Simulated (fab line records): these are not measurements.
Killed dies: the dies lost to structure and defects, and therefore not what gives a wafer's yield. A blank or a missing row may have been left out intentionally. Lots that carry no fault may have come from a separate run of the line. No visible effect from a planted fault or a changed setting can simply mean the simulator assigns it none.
Which tool was responsible? -- flow gf180mcu -- at 1 step of a route of 602, 12 lots with 36 wafers sampled

## WHAT THE GAUGES SHOWED, per wafer
GF_CONTACT_THK_MEAS_26: measures by xrf.
lot,measured,on,CONTACT_W_THK (nm)
L075,day 15 23:32,film_metro-01,294 294 295
L077,day 17 01:43,film_metro-01,291 298 293
L079,day 17 22:25,film_metro-04,291 292 292
L081,day 18 22:58,film_metro-01,296 292 302
L083,day 19 22:08,film_metro-01,297 296 296
L085,day 20 22:21,film_metro-04,292 296 298
L087,day 21 09:02,film_metro-04,295 295 295
L089,day 22 05:49,film_metro-03,299 296 295
L091,day 22 12:47,film_metro-01,292 297 297
L094,day 23 06:21,film_metro-01,297 300 299
L095,day 23 12:08,film_metro-01,298 298 297
L097,day 24 04:53,film_metro-04,295 294 294

## TOOL THAT RAN EACH LOT (tool first, then ch and the chambers of the sampled wafers, then the start)
No process step before these readings appears in the record.

## THE ANSWER, worked out from the rows above alone
Rule: the lots themselves supply what counts as usual. The widest of any qualifying gaps counts: lots, ordered by their means at a reading, are off when they make up no more than a third of the lots, leave a main group of 4 or more, and stand apart from it by 3 or more times the standard deviation of that group's means. A main group is skipped when, at the precision printed for the reading in the tables above, its means are all equal. Also off: a lot with no number at a reading for which 4 or more lots have one. All remaining lots with rows at the step are treated as sound.
No lot is off on any of the readings shown, so nothing can be concluded from this.

## WHAT THE SIMULATOR PUT IN
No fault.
